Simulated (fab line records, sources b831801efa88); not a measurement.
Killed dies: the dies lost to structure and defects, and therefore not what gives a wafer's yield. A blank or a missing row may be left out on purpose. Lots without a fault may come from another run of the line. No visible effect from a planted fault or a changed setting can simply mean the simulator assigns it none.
Comparing a struck lot with a sound one :: flow sky130 :: 15 out of 708 route steps
Sound: wafers L225.4, L225.5, L225.6. Wafers L231.2, L231.4, L231.5 were the ones struck. The cause is named last.
At each step with rows: each side's tool, then ch and its chambers, then its first start. Under that, the readings that differ: sound wafers :: struck wafers :: difference of the means :: sigmas: that difference in standard deviations of wafers without a fault.
alike: readings whose means differ by less than 2 such deviations, and words and numbers that are the same on both sides. not compared: withheld readings, readings that some wafer has no value for, bounds like >300 that may hide the same value, and numbers for which the record gives no deviation and whose values overlap.
A row with sigmas, a row that says differs or no value, or rows on one side alone: a step with any of these is where the two part. Numbers that don't overlap but have no deviation are shown without sigmas and don't part them. A reading that every wafer of one side lacks parts them only if that side has two wafers or more.

first, 7 steps without rows for these wafers: SKY_GATE_OXIDE_DEHYDRATE_03 (time 60 s); SKY_GATE_OXIDE_HMDS_04 (prime time 60 s); SKY_GATE_OXIDE_COAT_05 (resist thk 1140 nm); SKY_GATE_OXIDE_SOFTBAKE_06 (time 60 s); SKY_GATE_OXIDE_EXPOSE_07 (exposes mask LVOM, target cd 600 nm); SKY_GATE_OXIDE_PEB_08; SKY_GATE_OXIDE_DEVELOP_09 (develop time 60 s).
SKY_GATE_OXIDE_OVL_MEAS_10:
  struck on overlay-02, day 19 21:43; sound on overlay-02, day 17 23:07
  alike: GATE_OXIDE_OVL
then, 2 steps without rows for these wafers: SKY_GATE_OXIDE_IMPLANT_11; SKY_GATE_OXIDE_WET_ETCH_12 (etches SiO2 in dHF, target depth 16.8 nm, time 336 s).
SKY_GATE_OXIDE_STRIP_13: strips in O2/N2.
  sound on plasmaAsher-04 ch 0,1, day 17 23:25; struck on plasmaAsher-04 ch 0,1, day 19 22:00
  alike: drypumpMotorCurrentA, oesProductAu, stripTimeToEndpointS
  not compared: rfHoursCounterH
SKY_GATE_OXIDE_TW_MEAS_14:
  struck on filmMetro-02, day 19 22:07; sound on filmMetro-03, day 17 23:31
  alike: GATE_OXIDE_TW
SKY_GATE_OXIDE_CLEAN_15: cleans in SC1/SC2, time 150 s.
  sound on wetBench-03 ch 3, day 17 23:33; struck on wetBench-03 ch 3, day 19 22:10
reading: runLengthS (s)
sound: 178 178 178
struck: 42 42 42
difference: -136
sigmas: -40

reading: model.SiO2_of_SONOS_ONO_CVD_04.thkNm (nm)
sound: 4.158 4.085 4.105
struck: 4.793 4.85 4.772
difference: +0.689
sigmas: 
  alike: bathHeatDutyPct
then, 1 step without rows for these wafers: SKY_GATE_OXIDE_OXIDATION_16 (stabilise 600 s, purge 300 s, target thk 3.57 nm).
-- a jump in the record: the struck wafers' starts before and after are 30 days apart (it breaks off in module GATE_OXIDE and resumes in module PAD_OPEN, where the first step shown is number 708 of the route) --
SKY_PAD_OPEN_PROBE_99:
  struck on prober-02, day 49 20:37; sound on prober-01, day 48 18:10
reading: killedAtOther
sound: 1 2 1
struck: 0 0 0
difference: -1
sigmas: -2

reading: model.etest.sonosErased.driveUaUm
sound: 181.8 181.4 189.1
struck: 161.2 140 160.8
difference: -30.1
sigmas: 

reading: model.etest.capThinOxide.gateBvV (V)
sound: 7 6.857 6.917
struck: 6.163 6.045 6.071
difference: -0.832
sigmas: 

reading: model.etest.capOno.gateLog10ACm2
sound: -7.796 -7.64 -7.703
struck: -8.761 -8.688 -8.662
difference: -0.991
sigmas: 

reading: model.etest.capThinOxide.gateLog10ACm2
sound: -7.17 -6.924 -7.339
struck: -6.346 -6.209 -6.113
difference: +0.922
sigmas: 

reading: model.etest.capOno.gateBvV (V)
sound: 16.55 16.86 16.61
struck: 17.17 17.66 17.06
difference: +0.62
sigmas: 

reading: model.etest.capOno.toxAccNm (nm)
sound: 12.81 12.73 12.69
struck: 13.48 13.47 13.4
difference: +0.71
sigmas: 

reading: model.etest.sonosProgrammed.vtV (V)
sound: 1.48 1.607 1.572
struck: 1.091 1.122 1.148
difference: -0.433
sigmas: 
  alike: killed_at_M0_to_M3, killed_at_M4_up, killedAtContacts, killedAtFrontEnd, killedDies, killedOpen, killedShort
  not compared: model.etest.sonosUncharged.rOnOhmUm

## WHERE THEY PART
First at SKY_GATE_OXIDE_CLEAN_15; last, within this record, at SKY_PAD_OPEN_PROBE_99.

WHY: whatever the simulator had introduced
wetBench-03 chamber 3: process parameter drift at SKY_GATE_OXIDE_CLEAN_15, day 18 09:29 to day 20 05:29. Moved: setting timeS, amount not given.
